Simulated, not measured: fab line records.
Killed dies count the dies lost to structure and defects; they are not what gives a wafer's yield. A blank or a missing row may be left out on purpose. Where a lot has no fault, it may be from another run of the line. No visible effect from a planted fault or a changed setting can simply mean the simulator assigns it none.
8D (eight disciplines) problem report, filled in by code	flow gf180mcu	the parts of the form that need people (team, actions taken, sign-off) are left out

1. THE PROBLEM
Wafers free of any fault read 0.383 ohm/sq (standard deviation 0.0044) for CONTACT_W_RS at GF_CONTACT_RS_MEAS_25, against a mean of 0.244 ohm/sq on 6 wafers of 2 lots. That puts it -32 standard deviations away from the usual mean.
The step: measures by four-point-probe.
The first sign was on wafer L353.1 at day 22 08:08, on film_metro-02. Wafers with a number at this step in the record: 33, from 11 lots. The rule behind "out" and "out of limits": a value lying over 4 standard deviations away from the usual mean. The rest of the wafers with a number are treated as sound.

2. WHAT IT IS, AND WHAT IT ISN'T
question	is	is not
which readings at this step	CONTACT_W_RS	-
which lots	L353, L354	L336, L339, L343, L344, L346, L348, L355, L358, L359
which wafers of those lots	all that have a number	-
read on which gauges	film_metro-02, film_metro-03	film_metro-04
when	from day 22 08:08	up to then (18 sound wafers); but 9 sound wafers of L355, L358, L359 came after

3. SUSPECTS, AND WHAT RULES EACH OUT
Counting: a tool stays on the suspect list if, at a process step up to the reading, it processed all lots that are out and no sound lot following the first of them.
- the gauge at GF_CONTACT_RS_MEAS_25 is ruled out. The wafers that are out were read on 2 gauges (film_metro-02, film_metro-03).
- pvd_sputter-04 at GF_CONTACT_SPUTTER_23 (material TiN, target thk 10 nm, time 40 s): ruled out as a lasting fault. After its first lot that is out, L353 (day 22 07:59), sound lots L355 ran on it.
- cvd_w-01 at GF_CONTACT_CVD_24 (deposits W, target thk 300 nm, time 90.339 s): kept. Every lot that is out went through it, starting with L353 (day 22 08:02), and after that it ran no sound lot; the last sound lot it ran before then is L348 (day 20 20:29). Its own susceptor_temp_C readings are out on those wafers.
Remaining after the count: cvd_w-01 at GF_CONTACT_CVD_24.

4. THE CAUSE (what the simulator had put in)
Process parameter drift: cvd_w-01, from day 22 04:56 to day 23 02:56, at GF_CONTACT_CVD_24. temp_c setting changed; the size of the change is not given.
The count eliminated every tool but this one.

5. THE CHAIN OF EFFECTS, in route order
One row per reading whose mean, taken over the struck wafers that have a number, lies over 3 standard deviations from the usual. Scope: only readings with a usual standard deviation given in the record; hours: median across lots of the time from each lot's start at the first step in this table that gives one to its start at this step; sigmas: change in usual standard deviations.
hours	step	reading	usual	on struck wafers	change	sigmas
0	GF_CONTACT_CVD_24	heater_power_outer_w	530 W	637	+107	+4.3
0	GF_CONTACT_CVD_24	heater_power_w	857 W	1030	+173	+4.9
0	GF_CONTACT_CVD_24	susceptor_temp_C	399.98 C	425.23	+25.25	+99 or more
0	GF_CONTACT_RS_MEAS_25	CONTACT_W_RS	0.383 ohm/sq	0.244	-0.139	-32
0	GF_CONTACT_THK_MEAS_26	CONTACT_W_THK	298 nm	466	+168	+43
0	GF_CONTACT_CMP_27	time_to_endpoint_s	75 s	118	+42	+12
Process steps it contains:
- GF_CONTACT_CVD_24: deposits W, target thk 300 nm, time 90.339 s.
- GF_CONTACT_CMP_27: polishes, stops on SiO2, t overpolish 15 s, target thk 0 nm.

6. WHAT WOULD HAVE CAUGHT IT SOONER
The first out-of-limits reading at a measuring or inspecting step in this record came at day 22 08:08, 3 hours after the fault's start at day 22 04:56.
At GF_CONTACT_CVD_24, the tool's own readings (susceptor_temp_C) were out on each struck wafer the step has a row for, so an alarm limit on them would have fired on the first such wafer.
Among the 2 lots that are out, L354 began GF_CONTACT_CVD_24 on cvd_w-01 after day 22 08:08. Putting the tool on hold at that point would have spared it.
